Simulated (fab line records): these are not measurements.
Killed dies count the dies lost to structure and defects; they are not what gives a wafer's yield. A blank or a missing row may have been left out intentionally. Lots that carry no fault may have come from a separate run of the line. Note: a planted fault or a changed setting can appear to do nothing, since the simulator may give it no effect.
Matching of chambers + flow gf180mcu + GF_V3_CMP_26 on cmp-01: 4 sister chambers
The step polishes, stops on SiO2, t overpolish 15 s, target thk 0 nm. 8 wafers are shown with their chamber, then 10 later ones without.

WAFERS PAIRED WITH THEIR CHAMBERS
| wafer  | chamber | motor current A (A) | time to endpoint s (s) |
|--------|---------|---------------------|------------------------|
| L203.4 | 2       | 10.3                | 86                     |
| L206.1 | 3       | 10.6                | 88                     |
| L206.2 | 2       | 10.7                | 81                     |
| L207.1 | 1       | 12.2                | 78                     |
| L207.3 | 3       | 10.3                | 89                     |
| L207.6 | 0       | 11.3                | 78                     |
| L208.1 | 0       | 11.8                | 83                     |
| L208.5 | 1       | 12.2                | 81                     |

WAFERS WITH NO CHAMBER GIVEN
| wafer  | motor current A (A) | time to endpoint s (s) |
|--------|---------------------|------------------------|
| L208.6 | 10.1                | 81                     |
| L209.2 | 11.6                | 84                     |
| L209.3 | 10.3                | 93                     |
| L209.4 | 10.5                | 81                     |
| L210.3 | 12.7                | 79                     |
| L210.4 | 10.4                | 93                     |
| L210.5 | 11.7                | 84                     |
| L211.3 | 11.7                | 83                     |
| L211.4 | 9.9                 | 89                     |
| L211.6 | 10.3                | 88                     |

WHICH CHAMBER EACH ONE RAN IN
| wafer  | from the rows above     | in truth |
|--------|-------------------------|----------|
| L208.6 | can't be placed: 2 or 3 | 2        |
| L209.2 | can't be placed: 0 or 1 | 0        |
| L209.3 | can't be placed: 3 or 2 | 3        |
| L209.4 | can't be placed: 2 or 3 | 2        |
| L210.3 | 1                       | 1        |
| L210.4 | can't be placed: 3 or 2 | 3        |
| L210.5 | can't be placed: 0 or 1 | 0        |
| L211.3 | can't be placed: 0 or 1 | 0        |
| L211.4 | can't be placed: 3 or 2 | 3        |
| L211.6 | can't be placed: 3 or 2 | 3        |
Correct placement for 1 of the 10. Cannot be placed on the basis of these rows: 9; the candidates contain the true chamber in 9. Wrongly placed: 0.
How it was worked out, from the rows above alone: a wafer's distance from a chamber is the root of the sum, over the readings, of the square of ((its reading less the chamber's mean) divided by the reading's scatter). If the next closest chamber is less than 2 further off than the closest, the wafer can't be placed; otherwise it belongs to the closest. For every chamber, the mean is computed from those of its wafers that are shown. How the scatter is found: for the shown wafers, subtract from each reading the mean of its chamber, square and add these, divide the total by (wafers less chambers), then take the root.
